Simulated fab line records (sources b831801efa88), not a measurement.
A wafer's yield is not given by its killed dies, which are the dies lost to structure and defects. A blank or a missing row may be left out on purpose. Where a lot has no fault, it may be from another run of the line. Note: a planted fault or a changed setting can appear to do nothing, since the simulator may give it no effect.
Which tool was responsible? | flow sky130 | 12 lots with 36 wafers sampled at 4 steps, on a route of 708 steps

## WHAT THE GAUGES READ, wafer by wafer
SKY_PWDE_OVL_MEAS_07. Usual: PWDE_OVL gives -0.4 nm (standard deviation 1.2).
lot  | measured    | on         | PWDE_OVL (nm)  | flag
L564 | day 4 02:55 | overlay-01 | -0.8 -0.3 -1.2 |
L565 | day 4 08:52 | overlay-01 | -0.8 0.3 -0.9  |
L566 | day 4 19:47 | overlay-01 | -0.9 -1.3 -0.4 |
L569 | day 5 09:58 | overlay-01 | -1.0 -0.6 -1.4 |
L570 | day 5 12:11 | overlay-02 | 0.9 0.0 1.1    |
L573 | day 6 05:33 | overlay-02 | 1.6 0.3 0.6    |
L574 | day 6 10:18 | overlay-02 | 1.5 -0.1 -0.9  |
L575 | day 6 15:25 | overlay-02 | -0.9 -0.4 -1.0 |
L581 | day 8 01:08 | overlay-01 | -3.2 0.9 -0.2  |
L583 | day 8 11:49 | overlay-02 | 0.9 -0.2 1.2   |
L585 | day 8 22:31 | overlay-01 | 1.0 0.9 2.3    |
L586 | day 9 09:23 | overlay-02 | 0.6 1.1 -0.2   |

SKY_VT_ADJUST_NCORE_CD_MEAS_07: the cd target is 380 nm. Usual: cd nm at 379.4 nm, with a standard deviation of 2.6.
lot  | measured     | on        | cd nm (nm)        | flag
L564 | day 8 20:19  | cd sem-02 | 378.7 379.6 375.9 |
L565 | day 9 05:08  | cd sem-01 | 383.4 381.4 384.8 |
L566 | day 9 17:03  | cd sem-02 | 376.8 379.0 380.2 |
L569 | day 10 10:28 | cd sem-01 | 381.4 378.9 381.3 |
L570 | day 10 14:43 | cd sem-01 | 375.9 373.9 374.9 |
L573 | day 11 12:09 | cd sem-01 | 376.3 378.7 375.9 |
L574 | day 11 18:52 | cd sem-01 | 387.0 383.5 383.1 |
L575 | day 11 23:13 | cd sem-02 | 381.8 380.7 380.3 |
L581 | day 13 18:18 | cd sem-01 | 380.8 383.5 381.3 |
L583 | day 14 11:10 | cd sem-02 | 380.1 380.5 381.7 |
L585 | day 14 22:53 | cd sem-01 | 379.5 375.8 379.2 |
L586 | day 15 12:01 | cd sem-01 | 376.2 377.2 378.7 |

SKY_GATE_OXIDE_THK_MEAS_02. Usual: GATE_OXIDE_OXIDATION_00_THK gives 10.23 nm (standard deviation 0.22).
lot  | measured     | on            | GATE_OXIDE_OXIDATION_00_THK (nm) | flag
L564 | day 13 00:56 | film metro-04 | 10.51 10.51 10.55                |
L565 | day 13 06:48 | film metro-04 | 10.20 10.32 10.33                |
L566 | day 13 23:32 | film metro-04 | 10.13 10.07 10.23                |
L569 | day 16 02:25 | film metro-04 | 9.98 10.15 9.96                  |
L570 | day 16 02:28 | film metro-04 | 10.30 10.24 10.20                |
L573 | day 16 02:29 | film metro-01 | 10.12 10.32 10.20                |
L574 | day 16 14:51 | film metro-04 | 9.09 9.38 9.16                   | OFF
L575 | day 16 14:50 | film metro-01 | 9.18 9.22 9.05                   | OFF
L581 | day 18 17:46 | film metro-02 | 10.59 10.68 10.77                |
L583 | day 19 11:26 | film metro-01 | 10.51 10.33 10.51                |
L585 | day 21 08:38 | film metro-01 | 9.62 10.03 9.92                  |
L586 | day 21 08:38 | film metro-02 | 10.16 9.97 10.21                 |

## TOOL THAT RAN EACH LOT (tool first, then ch and the chambers of the sampled wafers, then the start)
lot  | SKY_GATE_OXIDE_OXIDATION_01
L564 | furnace-01 ch 0, day 12 23:31
L565 | furnace-02 ch 0, day 13 05:23
L566 | furnace-02 ch 0, day 13 22:07
L569 | furnace-01 ch 0, day 16 01:00
L570 | furnace-01 ch 0, day 16 01:00
L573 | furnace-01 ch 0, day 16 01:00
L574 | furnace-01 ch 0, day 16 13:25
L575 | furnace-01 ch 0, day 16 13:25
L581 | furnace-02 ch 0, day 18 16:22
L583 | furnace-02 ch 0, day 19 10:01
L585 | furnace-01 ch 0, day 21 07:13
L586 | furnace-01 ch 0, day 21 07:13
- SKY_GATE_OXIDE_OXIDATION_01: stabilise 600 s, purge 300 s, target thk 10.268 nm.

## WHAT THE TOOLS THEMSELVES READ (means of the sampled wafers that have a number; where no wafer has one, the mark that the record gives instead)
SKY_GATE_OXIDE_OXIDATION_01. Usual: for spike tc bottom C, 918.8 C with a standard deviation of 1; for spike tc centre C, 900.7 C with a standard deviation of 1.2; for spike tc lower C, 899.4 C with a standard deviation of 1; for spike tc top C, 909.1 C with a standard deviation of 2.1; for spike tc upper C, 899.3 C with a standard deviation of 0.99; for tube center temp C, 900 C with a standard deviation of 0.079; for zone power top pct, 34 % with a standard deviation of 6.2.
lot  | tool       | spike tc bottom C (C) | spike tc centre C (C) | spike tc lower C (C) | spike tc top C (C) | spike tc upper C (C) | tube center temp C (C) | zone power top pct (%) | flag
L564 | furnace-01 | 918.2                 | 899.9                 | 900.5                | 908.8              | 899.3                | 900                    | 29                     |
L565 | furnace-02 | 918.2                 | 901.4                 | 899.2                | 912.3              | 900.0                | 900                    | 43                     |
L566 | furnace-02 | 919.4                 | 902.2                 | 898.6                | 911.8              | 898.6                | 900                    | 42                     |
L569 | furnace-01 | 919.5                 | 900.5                 | 899.7                | 907.7              | 899.1                | 900                    | 29                     |
L570 | furnace-01 | 918.8                 | 900.1                 | 898.9                | 908.1              | 900.1                | 900                    | 29                     |
L573 | furnace-01 | 918.9                 | 901.0                 | 899.9                | 907.3              | 899.6                | 900                    | 29                     |
L574 | furnace-01 | 908.9                 | 891.2                 | 889.2                | 898.6              | 889.5                | 900                    | 29                     | OFF
L575 | furnace-01 | 908.4                 | 890.5                 | 889.6                | 897.6              | 888.4                | 900                    | 29                     | OFF
L581 | furnace-02 | 917.5                 | 900.7                 | 898.0                | 911.4              | 900.5                | 900                    | 43                     |
L583 | furnace-02 | 919.7                 | 900.3                 | 898.4                | 911.9              | 899.0                | 900                    | 42                     |
L585 | furnace-01 | 918.3                 | 900.9                 | 900.1                | 907.3              | 898.7                | 900                    | 30                     |
L586 | furnace-01 | 918.2                 | 899.2                 | 900.0                | 908.2              | 899.0                | 900                    | 29                     |

## THE ANSWER, worked out from the rows above alone
Rule: take the mean of a lot's wafers that have a number; if it is more than 3 standard deviations from the usual mean, the lot is off. Also off: a lot with no number at a reading for which 4 or more lots have one. All remaining lots with rows at the step are treated as sound. First the gauges in route order, then the tools' own readings, where a lot's mean is used as printed above. The first step at which some lot is off is used, and at that step the reading that is off furthest; a lot without a number counts as furthest.
Off: L574, L575, at SKY_GATE_OXIDE_THK_MEAS_02 (GATE_OXIDE_OXIDATION_00_THK).
A tool fits if, at a process step before that reading, it ran every lot that is off, and no sound lot after the first of them. The gauges at SKY_GATE_OXIDE_THK_MEAS_02 aren't tried: what is off there is off at SKY_GATE_OXIDE_OXIDATION_01 too, on other tools, and a gauge's error can't cause that. Of those tried, none fits.

## WHAT HAD BEEN PUT IN BY THE SIMULATOR
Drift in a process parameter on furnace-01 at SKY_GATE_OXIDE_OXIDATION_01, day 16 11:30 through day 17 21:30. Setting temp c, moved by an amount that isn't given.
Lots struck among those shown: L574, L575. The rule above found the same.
